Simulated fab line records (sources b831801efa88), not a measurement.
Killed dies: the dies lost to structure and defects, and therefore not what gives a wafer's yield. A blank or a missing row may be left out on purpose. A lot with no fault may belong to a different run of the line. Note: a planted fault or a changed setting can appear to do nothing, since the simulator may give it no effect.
Lot-split experiment -- flow gf180mcu -- on a route of 602 steps: 5 lots, 23 wafers read

== SPLIT DETAILS ==
At GF_M4_SPUTTER_03 (material Ti, target thk 10 nm, time 6.7 s), the setting power-w was moved away from the recipe's 3000 W on 10 of the 23 wafers read, by -8.2% to +7.3%. This setting was run at the recipe's value on the other wafers.

Reading taken at the split's own step.

== THE READING ==
Ti_of_M4_SPUTTER_03.thk-nm (the simulator's own value, which no gauge read), in nm, at GF_M4_SPUTTER_03 (material Ti, target thk 10 nm, time 6.7 s). No usual value for it is given in the file. Across the 13 wafers here that went through the recipe, the average is 10.019 nm and the standard deviation 0.1 nm.

wafer,"tool, chamber at the split","power-w as run, W",against the recipe,"Ti_of_M4_SPUTTER_03.thk-nm, nm",against lot-mates on the recipe
L076.3,"pvd-sputter-02, -",3000,recipe,9.966,-
L076.4,"pvd-sputter-02, -",3000,recipe,9.893,-
L076.6,"pvd-sputter-02, -",3000,recipe,9.923,-
L075.1,"pvd-sputter-02, -",3000,recipe,10.11,-
L075.3,"pvd-sputter-02, -",2755,-8.2%,9.254,-0.853
L075.4,"pvd-sputter-02, -",2755,-8.2%,9.466,-0.641
L075.5,"pvd-sputter-02, -",3000,recipe,10.08,-
L075.6,"pvd-sputter-02, -",3000,recipe,10.13,-
L079.2,"pvd-sputter-04, -",3090,+3.0%,10.39,+0.421
L079.3,"pvd-sputter-04, -",3090,+3.0%,10.04,+0.070
L079.4,"pvd-sputter-04, -",3000,recipe,10.16,-
L079.5,"pvd-sputter-04, -",3000,recipe,9.779,-
L079.6,"pvd-sputter-04, -",3090,+3.0%,10.37,+0.400
L083.1,"pvd-sputter-04, -",3000,recipe,10.08,-
L083.2,"pvd-sputter-04, -",3000,recipe,9.991,-
L083.3,"pvd-sputter-04, -",2897,-3.4%,9.658,-0.376
L083.5,"pvd-sputter-04, -",3000,recipe,10.03,-
L083.6,"pvd-sputter-04, -",2897,-3.4%,9.635,-0.399
L084.1,"pvd-sputter-02, -",3000,recipe,10.02,-
L084.2,"pvd-sputter-02, -",3218,+7.3%,10.71,+0.655
L084.3,"pvd-sputter-02, -",3218,+7.3%,10.62,+0.565
L084.4,"pvd-sputter-02, -",3000,recipe,10.09,-
L084.6,"pvd-sputter-02, -",3218,+7.3%,10.8,+0.745

FIT RESULTS
A straight line over all 23 wafers: Ti_of_M4_SPUTTER_03.thk-nm changes by +0.0893 nm for each +1% of power-w; r = +0.95; the points scatter about the line by 0.12 nm.
The same after taking each lot's own level away (the mean of its wafers on the recipe; 23 wafers): +0.093 nm for each +1%; r = +0.97; scatter 0.1 nm.
That fit puts the effect of the largest move of power-w on the reading at 0.76 nm.
From 9.9273 to 10.1067 nm: that is the span of the lots' own levels, equal to 1.7 times the standard deviation above.
So the lot-to-lot level changes the slope little: the two slopes agree.
Check: with one of the wafers moved furthest among these (-8.2%) left out of the fit, the line predicts -0.735 nm for it against its lot-mates. It came out at -0.853 nm against them.

== ADDITIONAL SPLITS CARRIED BY THESE WAFERS ==
Before the reading, these wafers also passed through other splits. Each is held against what the fit with the lots' levels taken away leaves over:
other split on the same wafers,wafers away from the commonest value,r with Ti_of_M4_SPUTTER_03.thk-nm (lot level and that fit taken away)
GF_V2_EXPOSE_11 dose-mj,9,-0.14
GF_M3_SPUTTER_04 power-w,5,-0.18
GF_M3_METAL_ETCH_16 time-s,9,-0.24
GF_V3_CMP_04 leave-above-ref-nm,10,+0.22
GF_V3_SOFTBAKE_10 temp-c,11,-0.10

== FILE'S OWN FIT ==
Ti_of_M4_SPUTTER_03.thk-nm changes by +0.0933 nm for each +1% of power-w, r = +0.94.
